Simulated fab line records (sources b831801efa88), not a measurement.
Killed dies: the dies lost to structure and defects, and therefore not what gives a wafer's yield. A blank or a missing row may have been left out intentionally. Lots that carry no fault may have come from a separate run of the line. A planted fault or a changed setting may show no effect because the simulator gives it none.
Which tool was responsible?    flow gf180mcu    7 lots, 20 wafers sampled, at 2 steps of a route of 602

== WHAT THE GAUGES SHOWED, per wafer ==
GF_VT_IMPLANT_RS_MEAS_48: measurement is done with a four-point probe.
lot   measured      on            LVPWELL_RS (ohm/sq)
L950  day 8 09:38   filmMetro-01  1199.0 1200.5 1194.3
L953  day 9 04:23   filmMetro-04  1198.7 1201.3 1200.7
L956  day 10 02:12  filmMetro-01  1197.1 1199.6 1190.1
L958  day 10 15:24  filmMetro-04  1196.3 1196.0
L960  day 11 05:53  filmMetro-03  1199.9 1197.4 1198.9
L962  day 11 21:07  filmMetro-01  1197.7 1198.6 1201.5
L967  day 13 06:31  filmMetro-03  1221.9 1218.8 1218.7

== TOOL THAT RAN EACH LOT (tool first, then ch and the chambers of the sampled wafers, then the start) ==
lot   GF_LVPWELL_IMPLANT_09
L950  implanter-02 ch 0, day 4 14:39
L953  implanter-02 ch 0, day 5 06:44
L956  implanter-04 ch 0, day 6 00:41
L958  implanter-03 ch 0, day 6 10:56
L960  implanter-02 ch 0, day 6 21:35
L962  implanter-04 ch 0, day 7 10:47
L967  implanter-02 ch 0, day 8 14:26
- GF_LVPWELL_IMPLANT_09

== THE ANSWER, worked out from the rows above alone ==
Rule: usual is defined by the lots themselves. Put in order of their means at a reading, lots are off if they are a third of the lots or fewer, leave a main group of 4 or more, and stand apart from it by a gap of 3 or more times the standard deviation of the main group's means; of several such gaps the widest counts. The tables above print the reading to a certain number of digits; a main group whose means all agree to those digits is not used. Also off: a lot with no number at a reading for which 4 or more lots have one. Where the step has rows for the other lots, those lots are counted as sound.
Off: L967, at GF_VT_IMPLANT_RS_MEAS_48 (LVPWELL_RS). The main group has a mean of 1198.0 ohm/sq with a standard deviation of 1.6.
If a tool, at a process step before that reading, ran all the lots that are off and no sound lot after the first of them, it fits. Gauges at GF_VT_IMPLANT_RS_MEAS_48: tried the same way as those tools. Can't be told from this: 2 tools fit, implanter-02 at GF_LVPWELL_IMPLANT_09, filmMetro-03 at GF_VT_IMPLANT_RS_MEAS_48.

== WHAT HAD BEEN PUT IN BY THE SIMULATOR ==
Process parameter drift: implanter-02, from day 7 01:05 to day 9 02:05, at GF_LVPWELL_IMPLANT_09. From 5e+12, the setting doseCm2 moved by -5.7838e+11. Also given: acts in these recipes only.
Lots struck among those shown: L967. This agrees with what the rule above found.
